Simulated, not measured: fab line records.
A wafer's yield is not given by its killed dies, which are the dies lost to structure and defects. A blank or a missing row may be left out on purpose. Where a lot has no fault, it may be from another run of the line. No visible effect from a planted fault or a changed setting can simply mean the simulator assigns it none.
Which tool did it? / flow sky130 / 14 lots, 42 wafers sampled, at 4 steps of a route of 708

## WHAT THE GAUGES SHOWED, per wafer
SKY_POLY_GATE_THK_MEAS_01.
lot=L198; measured=day 14 11:17; on=film-metro-03; POLY_GATE_CVD_00_THK (nm)=179.6 180.0 181.1
lot=L200; measured=day 14 22:22; on=film-metro-04; POLY_GATE_CVD_00_THK (nm)=179.7 179.0 179.7
lot=L201; measured=day 15 11:29; on=film-metro-04; POLY_GATE_CVD_00_THK (nm)=176.1 177.4 176.9
lot=L210; measured=day 18 17:10; on=film-metro-01; POLY_GATE_CVD_00_THK (nm)=178.7 180.6 178.2
lot=L211; measured=day 18 19:57; on=film-metro-01; POLY_GATE_CVD_00_THK (nm)=177.7 177.6 176.6
lot=L212; measured=day 19 09:41; on=film-metro-01; POLY_GATE_CVD_00_THK (nm)=180.3 178.3 180.0
lot=L213; measured=day 19 17:23; on=film-metro-03; POLY_GATE_CVD_00_THK (nm)=175.2 173.6 176.2
lot=L214; measured=day 19 22:18; on=film-metro-04; POLY_GATE_CVD_00_THK (nm)=180.4 180.7 179.3
lot=L215; measured=day 20 15:43; on=film-metro-03; POLY_GATE_CVD_00_THK (nm)=177.6 179.3 179.4
lot=L216; measured=day 21 03:53; on=film-metro-04; POLY_GATE_CVD_00_THK (nm)=180.2 179.6 180.2
lot=L217; measured=day 21 09:53; on=film-metro-01; POLY_GATE_CVD_00_THK (nm)=179.3 178.2 178.0
lot=L218; measured=day 21 11:40; on=film-metro-01; POLY_GATE_CVD_00_THK (nm)=178.8 178.5 178.3
lot=L219; measured=day 21 19:28; on=film-metro-01; POLY_GATE_CVD_00_THK (nm)=178.2 180.3 180.0
lot=L220; measured=day 23 04:44; on=film-metro-03; POLY_GATE_CVD_00_THK (nm)=178.3 180.6 178.1

SKY_SD_N_RS_MEAS_16: measures by four-point-probe.
lot=L198; measured=day 28 15:30; on=film-metro-04; SD_N_RS (ohm/sq)=68.41 68.60 68.48
lot=L200; measured=day 28 19:34; on=film-metro-04; SD_N_RS (ohm/sq)=68.34 68.35 68.47
lot=L201; measured=day 29 09:22; on=film-metro-04; SD_N_RS (ohm/sq)=68.28 68.39 68.42
lot=L210; measured=day 32 14:39; on=film-metro-03; SD_N_RS (ohm/sq)=68.46 68.63 68.52
lot=L211; measured=day 32 14:58; on=film-metro-01; SD_N_RS (ohm/sq)=68.55 68.60 68.49
lot=L212; measured=day 32 22:01; on=film-metro-04; SD_N_RS (ohm/sq)=68.42 68.48 68.47
lot=L213; measured=day 33 08:04; on=film-metro-04; SD_N_RS (ohm/sq)=68.49 68.59 68.46
lot=L214; measured=day 33 13:32; on=film-metro-01; SD_N_RS (ohm/sq)=68.45 68.72 68.62
lot=L215; measured=day 34 02:59; on=film-metro-03; SD_N_RS (ohm/sq)=68.70 68.47 68.55
lot=L216; measured=day 34 13:16; on=film-metro-04; SD_N_RS (ohm/sq)=68.36 68.50 68.46
lot=L217; measured=day 34 20:48; on=film-metro-01; SD_N_RS (ohm/sq)=68.57 68.63 68.78
lot=L218; measured=day 35 11:29; on=film-metro-03; SD_N_RS (ohm/sq)=68.59 68.64 68.75
lot=L219; measured=day 35 12:49; on=film-metro-04; SD_N_RS (ohm/sq)=68.50 68.46 68.57
lot=L220; measured=day 36 05:04; on=film-metro-03; SD_N_RS (ohm/sq)=68.73 68.62 68.55

## WHICH TOOL RAN EACH LOT (tool, then ch and the chambers of the sampled wafers, then the start)
lot=L198; SKY_LDD_LDN_DEVELOP_06=litho-track-03 ch 0, day 23 08:48; SKY_LDD_LDN_STRIP_12=plasma-asher-01 ch 0,1, day 23 09:34
lot=L200; SKY_LDD_LDN_DEVELOP_06=litho-track-02, day 23 19:23; SKY_LDD_LDN_STRIP_12=plasma-asher-02 ch 0,1, day 23 20:10
lot=L201; SKY_LDD_LDN_DEVELOP_06=litho-track-02, day 24 10:56; SKY_LDD_LDN_STRIP_12=plasma-asher-02 ch 0,1, day 24 11:42
lot=L210; SKY_LDD_LDN_DEVELOP_06=litho-track-04 ch 0, day 27 15:37; SKY_LDD_LDN_STRIP_12=plasma-asher-02 ch 0, day 27 16:23
lot=L211; SKY_LDD_LDN_DEVELOP_06=litho-track-04 ch 0, day 27 15:56; SKY_LDD_LDN_STRIP_12=plasma-asher-01 ch 0,1, day 27 16:43
lot=L212; SKY_LDD_LDN_DEVELOP_06=litho-track-04 ch 0, day 28 03:53; SKY_LDD_LDN_STRIP_12=plasma-asher-01 ch 0,1, day 28 04:41
lot=L213; SKY_LDD_LDN_DEVELOP_06=litho-track-02 ch 0, day 28 12:48; SKY_LDD_LDN_STRIP_12=plasma-asher-03 ch 0,1, day 28 13:34
lot=L214; SKY_LDD_LDN_DEVELOP_06=litho-track-02 ch 0, day 28 19:12; SKY_LDD_LDN_STRIP_12=plasma-asher-02 ch 1, day 28 19:58
lot=L215; SKY_LDD_LDN_DEVELOP_06=litho-track-04 ch 0, day 29 10:38; SKY_LDD_LDN_STRIP_12=plasma-asher-01 ch 0,1, day 29 11:26
lot=L216; SKY_LDD_LDN_DEVELOP_06=litho-track-04 ch 0, day 29 21:35; SKY_LDD_LDN_STRIP_12=plasma-asher-01 ch 0,1, day 29 22:22
lot=L217; SKY_LDD_LDN_DEVELOP_06=litho-track-04 ch 0, day 30 01:53; SKY_LDD_LDN_STRIP_12=plasma-asher-02 ch 0,1, day 30 02:40
lot=L218; SKY_LDD_LDN_DEVELOP_06=litho-track-04 ch 0, day 30 20:35; SKY_LDD_LDN_STRIP_12=plasma-asher-02 ch 0,1, day 30 21:23
lot=L219; SKY_LDD_LDN_DEVELOP_06=litho-track-02 ch 0, day 30 21:38; SKY_LDD_LDN_STRIP_12=plasma-asher-03 ch 0,1, day 30 22:25
lot=L220; SKY_LDD_LDN_DEVELOP_06=litho-track-03 ch 0, day 31 17:02; SKY_LDD_LDN_STRIP_12=plasma-asher-02 ch 0,1, day 31 17:48
- SKY_LDD_LDN_DEVELOP_06: develop time 60 s.
- SKY_LDD_LDN_STRIP_12: strips in O2/N2.

## WHAT THE TOOLS THEMSELVES READ (means of the sampled wafers that have a number; where no wafer has one, the mark that the record gives instead)
SKY_LDD_LDN_DEVELOP_06.
lot=L198; tool=litho-track-03; chill-plate-temp-C (C)=22.96
lot=L200; tool=litho-track-02; chill-plate-temp-C (C)=-
lot=L201; tool=litho-track-02; chill-plate-temp-C (C)=-
lot=L210; tool=litho-track-04; chill-plate-temp-C (C)=23.03
lot=L211; tool=litho-track-04; chill-plate-temp-C (C)=22.97
lot=L212; tool=litho-track-04; chill-plate-temp-C (C)=22.93
lot=L213; tool=litho-track-02; chill-plate-temp-C (C)=23.06
lot=L214; tool=litho-track-02; chill-plate-temp-C (C)=22.97
lot=L215; tool=litho-track-04; chill-plate-temp-C (C)=23.03
lot=L216; tool=litho-track-04; chill-plate-temp-C (C)=22.92
lot=L217; tool=litho-track-04; chill-plate-temp-C (C)=23.02
lot=L218; tool=litho-track-04; chill-plate-temp-C (C)=22.94
lot=L219; tool=litho-track-02; chill-plate-temp-C (C)=23.02
lot=L220; tool=litho-track-03; chill-plate-temp-C (C)=22.99

SKY_LDD_LDN_STRIP_12.
lot=L198; tool=plasma-asher-01; drypump-motor-current-A (A)=6.1; oes-product-au (a.u.)=0.714; strip-time-to-endpoint-s (s)=14.19
lot=L200; tool=plasma-asher-02; drypump-motor-current-A (A)=5.4; oes-product-au (a.u.)=0.712; strip-time-to-endpoint-s (s)=14.17
lot=L201; tool=plasma-asher-02; drypump-motor-current-A (A)=5.7; oes-product-au (a.u.)=0.716; strip-time-to-endpoint-s (s)=14.20
lot=L210; tool=plasma-asher-02; drypump-motor-current-A (A)=5.0; oes-product-au (a.u.)=0.717; strip-time-to-endpoint-s (s)=14.18
lot=L211; tool=plasma-asher-01; drypump-motor-current-A (A)=5.9; oes-product-au (a.u.)=0.717; strip-time-to-endpoint-s (s)=14.26
lot=L212; tool=plasma-asher-01; drypump-motor-current-A (A)=6.1; oes-product-au (a.u.)=0.715; strip-time-to-endpoint-s (s)=14.23
lot=L213; tool=plasma-asher-03; drypump-motor-current-A (A)=5.8; oes-product-au (a.u.)=0.713; strip-time-to-endpoint-s (s)=14.18
lot=L214; tool=plasma-asher-02; drypump-motor-current-A (A)=6.1; oes-product-au (a.u.)=0.720; strip-time-to-endpoint-s (s)=14.18
lot=L215; tool=plasma-asher-01; drypump-motor-current-A (A)=6.1; oes-product-au (a.u.)=0.718; strip-time-to-endpoint-s (s)=14.22
lot=L216; tool=plasma-asher-01; drypump-motor-current-A (A)=6.1; oes-product-au (a.u.)=0.716; strip-time-to-endpoint-s (s)=14.18
lot=L217; tool=plasma-asher-02; drypump-motor-current-A (A)=5.4; oes-product-au (a.u.)=0.717; strip-time-to-endpoint-s (s)=14.21
lot=L218; tool=plasma-asher-02; drypump-motor-current-A (A)=5.4; oes-product-au (a.u.)=0.718; strip-time-to-endpoint-s (s)=14.19
lot=L219; tool=plasma-asher-03; drypump-motor-current-A (A)=5.8; oes-product-au (a.u.)=0.709; strip-time-to-endpoint-s (s)=14.16
lot=L220; tool=plasma-asher-02; drypump-motor-current-A (A)=5.7; oes-product-au (a.u.)=0.712; strip-time-to-endpoint-s (s)=14.18

## THE ANSWER, worked out from the rows above alone
Rule: the usual values come from the lots themselves. The widest of any qualifying gaps counts: lots, ordered by their means at a reading, are off when they make up no more than a third of the lots, leave a main group of 4 or more, and stand apart from it by 3 or more times the standard deviation of that group's means. A main group is skipped when, at the precision printed for the reading in the tables above, its means are all equal. Also off: a lot with no number at a reading for which 4 or more lots have one. All remaining lots with rows at the step are treated as sound. After the gauges, taken in route order, come the tools' own readings; for these a lot's mean is taken, as printed above. The first step at which some lot is off is used, and at that step the reading that is off furthest; a lot without a number counts as furthest.
Off, at SKY_LDD_LDN_DEVELOP_06 on chill-plate-temp-C: L200, L201. Without a number there: L200, L201. Mean 22.99 C and standard deviation 0.043 in the main group.
A tool fits if, at that step or a process step before it, it ran every lot that is off, and no sound lot after the first of them. No candidate that was tried fits.

## WHAT HAD BEEN PUT IN BY THE SIMULATOR
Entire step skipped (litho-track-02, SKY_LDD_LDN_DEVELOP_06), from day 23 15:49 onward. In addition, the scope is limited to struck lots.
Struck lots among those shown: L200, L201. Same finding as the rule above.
